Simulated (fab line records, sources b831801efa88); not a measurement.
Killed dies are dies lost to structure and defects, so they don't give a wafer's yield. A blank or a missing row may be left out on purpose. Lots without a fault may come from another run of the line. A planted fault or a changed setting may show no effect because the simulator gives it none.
Problem report in the 8D (eight disciplines) form, filled by code | flow sky130 | the parts of the form that need people (team, actions taken, sign-off) are left out

1. THE PROBLEM
LDD_HVN_TW at SKY_LDD_HVN_TW_MEAS_10 reads a mean of 1266 on 6 wafers of 2 lots; wafers without a fault read 1441 with a standard deviation of 16. That is -11 standard deviations from the usual mean.
First seen on wafer L593.2, day 21 08:18, on film_metro-03. The record holds 33 wafers of 11 lots with a number at this step. Rule for "out", or "out of limits": more than 4 standard deviations from the usual mean. The other wafers with a number count as sound.

2. WHAT IT IS AND WHAT IT IS NOT
question                    | is                           | is not
which readings at this step | LDD_HVN_TW                   | -
which lots                  | L593, L596                   | L590, L603, L604, L606, L608, L610, L611, L612, L613
which wafers of those lots  | all that have a number       | -
read on which gauges        | film_metro-03, film_metro-04 | film_metro-01
when                        | from day 21 08:18            | up to then (3 sound wafers); but 24 sound wafers of L603, L604, L606, L608, L610, L611, L612, L613 came after

3. SUSPECTS, AND WHAT RULES EACH OUT
Counting: a tool at a process step up to the reading stays a suspect if it ran every lot that is out and no sound lot after the first of them.
- the gauge at SKY_LDD_HVN_TW_MEAS_10: ruled out. The wafers that are out were read on 2 gauges (film_metro-03, film_metro-04).
- implanter-04 at SKY_LDD_HVN_IMPLANT_08: ruled out as a lasting fault. Sound lots L612, L613 ran on it after its first lot that is out, L593 (day 21 08:04).
Left after counting: nothing in the record.

4. THE CAUSE (what the simulator had put in)
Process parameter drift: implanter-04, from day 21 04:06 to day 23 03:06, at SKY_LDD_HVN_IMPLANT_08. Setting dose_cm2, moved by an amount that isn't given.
Counting ruled it out, wrongly: the rule takes a fault to strike every lot that its tool runs from its start on, and this one did not.

5. THE CHAIN OF EFFECTS, in route order
Each row: a reading whose mean over the struck wafers that have a number lies more than 3 standard deviations from the usual. Only readings for which the record gives a usual standard deviation are gone through. hours: the time from each lot's start at the first step in this table that gives one to its start at this step, as a median over the lots. sigmas: the change in usual standard deviations.
hours | step                   | reading            | usual | on struck wafers | change | sigmas
0     | SKY_LDD_HVN_IMPLANT_08 | dose_ions_cm2      | 3e+13 | 2e+13            | -1e+13 | -99 or more
0     | SKY_LDD_HVN_IMPLANT_08 | faraday_current_uA | 169   | 114              | -55    | -15
0     | SKY_LDD_HVN_TW_MEAS_10 | LDD_HVN_TW         | 1441  | 1266             | -175   | -11
The process steps in it:
- SKY_LDD_HVN_IMPLANT_08

6. WHAT WOULD HAVE CAUGHT IT SOONER
In this record the first reading out of limits at a measuring or inspecting step was taken at day 21 08:18, 4 hours after the fault began at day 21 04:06.
The tool's own readings at SKY_LDD_HVN_IMPLANT_08 were out on every struck wafer that the step has a row for (dose_ions_cm2, faraday_current_uA): an alarm limit on them would have fired on the first of those.
